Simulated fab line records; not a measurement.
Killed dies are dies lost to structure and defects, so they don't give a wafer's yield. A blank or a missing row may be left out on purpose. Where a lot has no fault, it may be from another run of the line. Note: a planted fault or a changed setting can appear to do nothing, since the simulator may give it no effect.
Split-lot trial	flow gf180mcu	route with 602 steps; 5 lots, 23 wafers read

## THE SPLIT ITSELF
At GF_M1_SPUTTER_01 (material TiN, target thk 30 nm, time 25 s), the setting power w was moved away from the recipe's 6500 W on 12 of the 23 wafers read, by +4.4% to +10.6%. This setting was run at the recipe's value on the other wafers.

The reading is taken at the split's own step.

## THE READING
TiN_of_M1_SPUTTER_01.thk nm (the simulator's own value, which no gauge read), in nm, at GF_M1_SPUTTER_01 (material TiN, target thk 30 nm, time 25 s). There is no usual value for it anywhere in the file. Across the 11 wafers here that went through the recipe, the average is 30.26 nm and the standard deviation 0.39 nm.

wafer	tool, chamber at the split	power w as run, W	against the recipe	TiN_of_M1_SPUTTER_01.thk nm, nm	against lot-mates on the recipe
L076.3	pvd sputter-04, -	6500	recipe	30.48	-
L076.4	pvd sputter-04, -	6500	recipe	30.24	-
L076.5	pvd sputter-04, -	6500	recipe	30.41	-
L078.1	pvd sputter-03, -	7040	+8.3%	31.95	+2.36
L078.2	pvd sputter-03, -	6500	recipe	29.66	-
L078.4	pvd sputter-03, -	7040	+8.3%	32.34	+2.75
L078.5	pvd sputter-03, -	7040	+8.3%	32.29	+2.70
L078.6	pvd sputter-03, -	6500	recipe	29.53	-
L079.1	pvd sputter-04, -	6799	+4.6%	31.64	+1.27
L079.2	pvd sputter-04, -	6799	+4.6%	31.7	+1.32
L079.3	pvd sputter-04, -	6500	recipe	30.42	-
L079.5	pvd sputter-04, -	6500	recipe	30.33	-
L079.6	pvd sputter-04, -	6799	+4.6%	31.53	+1.16
L082.1	pvd sputter-01, -	6500	recipe	29.9	-
L082.2	pvd sputter-01, -	7187	+10.6%	33.37	+3.25
L082.3	pvd sputter-01, -	7187	+10.6%	33.62	+3.50
L082.5	pvd sputter-01, -	6500	recipe	30.34	-
L082.6	pvd sputter-01, -	7187	+10.6%	33.47	+3.35
L083.1	pvd sputter-01, -	6789	+4.4%	31.96	+1.19
L083.2	pvd sputter-01, -	6500	recipe	30.65	-
L083.3	pvd sputter-01, -	6500	recipe	30.9	-
L083.4	pvd sputter-01, -	6789	+4.4%	31.54	+0.77
L083.5	pvd sputter-01, -	6789	+4.4%	31.7	+0.93

THE FIT
A straight line over all 23 wafers: TiN_of_M1_SPUTTER_01.thk nm changes by +0.282 nm for each +1% of power w; r = +0.96; the points scatter about the line by 0.36 nm.
The same after taking each lot's own level away (the mean of its wafers on the recipe; 23 wafers): +0.312 nm for each +1%; r = +0.99; scatter 0.21 nm.
On that fit, the largest move of power w shifts the reading by 3.3 nm.
From 29.595 to 30.775 nm: that is the span of the lots' own levels, equal to 3.0 times the standard deviation above.
So the lot-to-lot level changes the slope little: the two slopes agree.
Check: +3.22 nm against its lot-mates is what the line predicts for one of the wafers moved furthest among these (+10.6%) when that wafer is left out of the fit. It came out at +3.25 nm against them.

## OTHER SPLITS APPLIED TO THESE WAFERS
Note: prior to the reading, these wafers also went through further splits. Each is held against what the fit with the lots' levels taken away leaves over:
other split on the same wafers	wafers away from the commonest value	r with TiN_of_M1_SPUTTER_01.thk nm (lot level and that fit taken away)
GF_SAB_CVD_00 rf w	9	+0.12
GF_CONTACT_CMP_04 leave above ref nm	8	+0.24
GF_CONTACT_COAT_09 resist thk nm	9	+0.11
GF_CONTACT_DEVELOP_13 develop time s	3	+0.00
GF_M1_SPUTTER_00 chamber pressure pa	15	+0.25

## FILE'S OWN FIT
TiN_of_M1_SPUTTER_01.thk nm changes by +0.303 nm for each +1% of power w, r = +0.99.
